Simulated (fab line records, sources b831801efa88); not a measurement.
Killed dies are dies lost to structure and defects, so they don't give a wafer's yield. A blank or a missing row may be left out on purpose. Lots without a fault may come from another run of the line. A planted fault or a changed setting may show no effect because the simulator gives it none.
Which tool did it? | flow gf180mcu | 7 lots, 21 wafers sampled, at 1 step of a route of 602

WHAT THE GAUGES READ, wafer by wafer
GF_HV_LDD_CD_MEAS_31: target cd 400 nm.
lot  | measured     | on        | cd_nm (nm)
L601 | day 12 17:06 | cd_sem-01 | 401.7 401.6 400.8
L603 | day 13 06:05 | cd_sem-01 | 402.3 399.1 399.9
L605 | day 13 19:29 | cd_sem-02 | 402.5 402.0 400.8
L614 | day 16 19:09 | cd_sem-02 | 398.2 398.2 401.9
L617 | day 17 16:01 | cd_sem-02 | 401.3 400.4 400.7
L619 | day 18 04:02 | cd_sem-01 | 395.0 399.0 398.7
L621 | day 19 00:29 | cd_sem-02 | 398.9 397.3 397.0

WHICH TOOL RAN EACH LOT (tool, then ch and the chambers of the sampled wafers, then the start)
The record holds no process step before these readings.

THE ANSWER, worked out from the rows above alone
Rule: what is usual is taken from the lots themselves. Put in order of their means at a reading, lots are off if they are a third of the lots or fewer, leave a main group of 4 or more, and stand apart from it by a gap of 3 or more times the standard deviation of the main group's means; of several such gaps the widest counts. A main group whose means are all the same, to the digits that the tables above print for the reading, isn't used. A lot without any number at a reading at which 4 lots or more have one is off too. The other lots that the step has rows for count as sound.
No lot is off at any reading shown: from this, nothing can be told.

WHAT THE SIMULATOR HAD PUT IN
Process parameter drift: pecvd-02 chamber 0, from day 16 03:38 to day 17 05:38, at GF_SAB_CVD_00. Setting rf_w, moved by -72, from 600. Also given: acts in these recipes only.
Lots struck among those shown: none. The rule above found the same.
